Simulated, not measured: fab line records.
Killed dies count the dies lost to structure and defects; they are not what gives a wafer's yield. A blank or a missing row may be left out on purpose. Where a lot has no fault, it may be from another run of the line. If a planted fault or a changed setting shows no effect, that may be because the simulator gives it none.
Which of the tools did it?	flow gf180mcu	6 lots with 18 wafers sampled at 5 steps, on a route of 602 steps

## WHAT THE GAUGES SHOWED, per wafer
GF_M1_THK_MEAS_06: measures by xrf.
lot	measured	on	M1_ALCU_THK (nm)
L204	day 17 15:41	film_metro-02	462 456 455
L207	day 18 20:58	film_metro-03	449 447 446
L210	day 19 09:08	film_metro-02	471 471 472
L216	day 21 23:10	film_metro-01	447 448 454
L219	day 23 03:41	film_metro-01	459 461 458
L222	day 23 22:49	film_metro-03	449 455 452

## EACH LOT AND THE TOOL THAT RAN IT (in order: tool; ch and the chambers of the sampled wafers; start)
lot	GF_SAB_ETCH_11	GF_SALICIDE_RTA_08	GF_M1_SPUTTER_01	GF_M1_SPUTTER_04
L204	rie_diel-04 ch 0,2,3, day 16 13:33	rtp_anneal-02 ch 0, day 16 14:23	pvd_sputter-03, day 17 15:26	pvd_sputter-03, day 17 15:31
L207	rie_diel-02 ch 0,2,3, day 17 17:20	rtp_anneal-01 ch 0, day 17 18:05	pvd_sputter-03, day 18 20:43	pvd_sputter-03, day 18 20:48
L210	rie_diel-04 ch 1,3, day 18 06:00	rtp_anneal-02 ch 0, day 18 06:47	pvd_sputter-03, day 19 08:53	pvd_sputter-03, day 19 08:58
L216	rie_diel-04 ch 0,3, day 20 19:38	rtp_anneal-01 ch 0, day 20 20:35	pvd_sputter-01, day 21 22:53	pvd_sputter-01, day 21 22:58
L219	rie_diel-03 ch 2,3, day 22 00:50	rtp_anneal-01 ch 0, day 22 01:35	pvd_sputter-03, day 23 03:27	pvd_sputter-03, day 23 03:32
L222	rie_diel-04 ch 1,3, day 22 20:08	rtp_anneal-02 ch 0, day 22 20:56	pvd_sputter-03, day 23 22:34	pvd_sputter-03, day 23 22:39
- GF_SAB_ETCH_11: etches SiO2 in C4F8/O2/Ar, target depth 55 nm, time 8.5 s.
- GF_SALICIDE_RTA_08: time 30 s.
- GF_M1_SPUTTER_01: material TiN, target thk 30 nm, time 25 s.
- GF_M1_SPUTTER_04: material TiN, target thk 50 nm, time 41.7 s.

## THE ANSWER, worked out from the rows above alone
Rule: what is usual is taken from the lots themselves. The widest of any qualifying gaps counts: lots, ordered by their means at a reading, are off when they make up no more than a third of the lots, leave a main group of 4 or more, and stand apart from it by 3 or more times the standard deviation of that group's means. A main group is skipped when, at the precision printed for the reading in the tables above, its means are all equal. Also off: a lot with no number at a reading for which 4 or more lots have one. The other lots that the step has rows for count as sound.
None of the lots is off at any reading shown; this tells nothing.

## WHAT THE SIMULATOR PUT IN
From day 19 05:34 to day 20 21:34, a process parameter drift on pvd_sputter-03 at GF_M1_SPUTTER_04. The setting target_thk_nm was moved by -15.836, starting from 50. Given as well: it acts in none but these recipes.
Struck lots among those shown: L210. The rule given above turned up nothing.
